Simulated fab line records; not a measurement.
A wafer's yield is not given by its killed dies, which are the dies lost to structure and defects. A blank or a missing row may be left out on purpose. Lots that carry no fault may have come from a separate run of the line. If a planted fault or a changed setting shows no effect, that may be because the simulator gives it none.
The tool behind it: which one?    flow sky130    72 wafers from 24 lots sampled at 2 of the route's 708 steps

## WHAT EACH GAUGE READ, for each wafer
SKY_METAL1_RS_MEAS_05: a four-point-probe measurement.
lot   measured      on             METAL1_ALCU_RS (ohm/sq)
L074  day 31 10:52  film-metro-03  0.1259 0.1273 0.1250
L075  day 31 14:16  film-metro-01  0.1285 0.1290 0.1274
L076  day 32 11:11  film-metro-03  0.1250 0.1243 0.1266
L077  day 32 13:31  film-metro-01  0.1277 0.1270 0.1252
L078  day 33 04:56  film-metro-03  0.1279 0.1268 0.1289
L079  day 33 17:55  film-metro-03  0.1277 0.1269 0.1267
L080  day 33 18:48  film-metro-03  0.1265 0.1257 0.1270
L081  day 33 20:49  film-metro-04  0.1267 0.1251 0.1258
L082  day 34 02:13  film-metro-04  0.1311 0.1281 0.1274
L083  day 34 15:52  film-metro-03  0.1266 0.1275 0.1255
L084  day 34 16:48  film-metro-01  0.1273 0.1275 0.1255
L085  day 35 01:28  film-metro-01  0.1256 0.1260 0.1281
L086  day 35 11:48  film-metro-01  0.1274 0.1285 0.1277
L087  day 35 19:49  film-metro-04  0.1265 0.1267 0.1270
L088  day 35 23:00  film-metro-04  0.1262 0.1243 0.1241
L089  day 36 08:55  film-metro-04  0.1278 0.1291 0.1295
L090  day 36 19:20  film-metro-01  0.1261 0.1256 0.1254
L091  day 37 05:27  film-metro-01  0.1276 0.1271 0.1263
L092  day 38 01:55  film-metro-01  0.1270 0.1262 0.1260
L093  day 38 02:15  film-metro-01  0.1247 0.1257 0.1235
L095  day 38 04:31  film-metro-03  0.1265 0.1264 0.1279
L094  day 38 05:37  film-metro-04  0.1267 0.1268 0.1254
L096  day 38 10:41  film-metro-04  0.1250 0.1271 0.1271
L097  day 38 20:31  film-metro-03  0.1278 0.1275 0.1268

## WHAT TOOL EACH LOT RAN ON (gives the tool, then ch and the chambers of the sampled wafers, and finally the start)
lot   SKY_METAL1_SPUTTER_03
L074  pvd-sputter-04, day 31 10:47
L075  pvd-sputter-03, day 31 14:11
L076  pvd-sputter-01, day 32 11:05
L077  pvd-sputter-01, day 32 13:28
L078  pvd-sputter-03, day 33 04:52
L079  pvd-sputter-04, day 33 17:51
L080  pvd-sputter-01, day 33 18:40
L081  pvd-sputter-04, day 33 20:44
L082  pvd-sputter-03, day 34 02:09
L083  pvd-sputter-01, day 34 15:47
L084  pvd-sputter-03, day 34 16:44
L085  pvd-sputter-01, day 35 01:22
L086  pvd-sputter-03, day 35 11:44
L087  pvd-sputter-04, day 35 19:44
L088  pvd-sputter-01, day 35 22:55
L089  pvd-sputter-01, day 36 08:52
L090  pvd-sputter-04, day 36 19:16
L091  pvd-sputter-04, day 37 05:20
L092  pvd-sputter-01, day 38 01:50
L093  pvd-sputter-01, day 38 02:11
L095  pvd-sputter-03, day 38 04:28
L094  pvd-sputter-04, day 38 05:31
L096  pvd-sputter-03, day 38 10:37
L097  pvd-sputter-03, day 38 20:28
- SKY_METAL1_SPUTTER_03: material Ti, target thk 5 nm, time 3.3 s.

## WHAT THE TOOLS THEMSELVES READ (means of the sampled wafers that have a number; where no wafer has one, the mark that the record gives instead)
SKY_METAL1_SPUTTER_03.
lot   tool            throttle-valve-pct (%)
L074  pvd-sputter-04  29.5
L075  pvd-sputter-03  30.3
L076  pvd-sputter-01  29.4
L077  pvd-sputter-01  29.6
L078  pvd-sputter-03  29.5
L079  pvd-sputter-04  29.6
L080  pvd-sputter-01  30.0
L081  pvd-sputter-04  29.6
L082  pvd-sputter-03  29.3
L083  pvd-sputter-01  29.6
L084  pvd-sputter-03  29.4
L085  pvd-sputter-01  29.8
L086  pvd-sputter-03  30.2
L087  pvd-sputter-04  30.6
L088  pvd-sputter-01  29.5
L089  pvd-sputter-01  29.8
L090  pvd-sputter-04  29.8
L091  pvd-sputter-04  30.3
L092  pvd-sputter-01  29.7
L093  pvd-sputter-01  29.7
L095  pvd-sputter-03  30.4
L094  pvd-sputter-04  30.3
L096  pvd-sputter-03  29.2
L097  pvd-sputter-03  29.4

## THE ANSWER, worked out from the rows above alone
Rule: usual is defined by the lots themselves. Put in order of their means at a reading, lots are off if they are a third of the lots or fewer, leave a main group of 4 or more, and stand apart from it by a gap of 3 or more times the standard deviation of the main group's means; of several such gaps the widest counts. If all means in a main group match to the digits the tables above print for the reading, that group is not used. Also off: a lot with no number at a reading for which 4 or more lots have one. All remaining lots with rows at the step are treated as sound. Order of review: gauges by route order, followed by the tools' own readings, for which a lot's mean as printed above is used. At the first step where some lot is off, the reading lying furthest off is the one used; lots without a number count as furthest.
Nothing can be told from this: no lot is off at any reading shown.

## WHAT HAD BEEN PUT IN BY THE SIMULATOR
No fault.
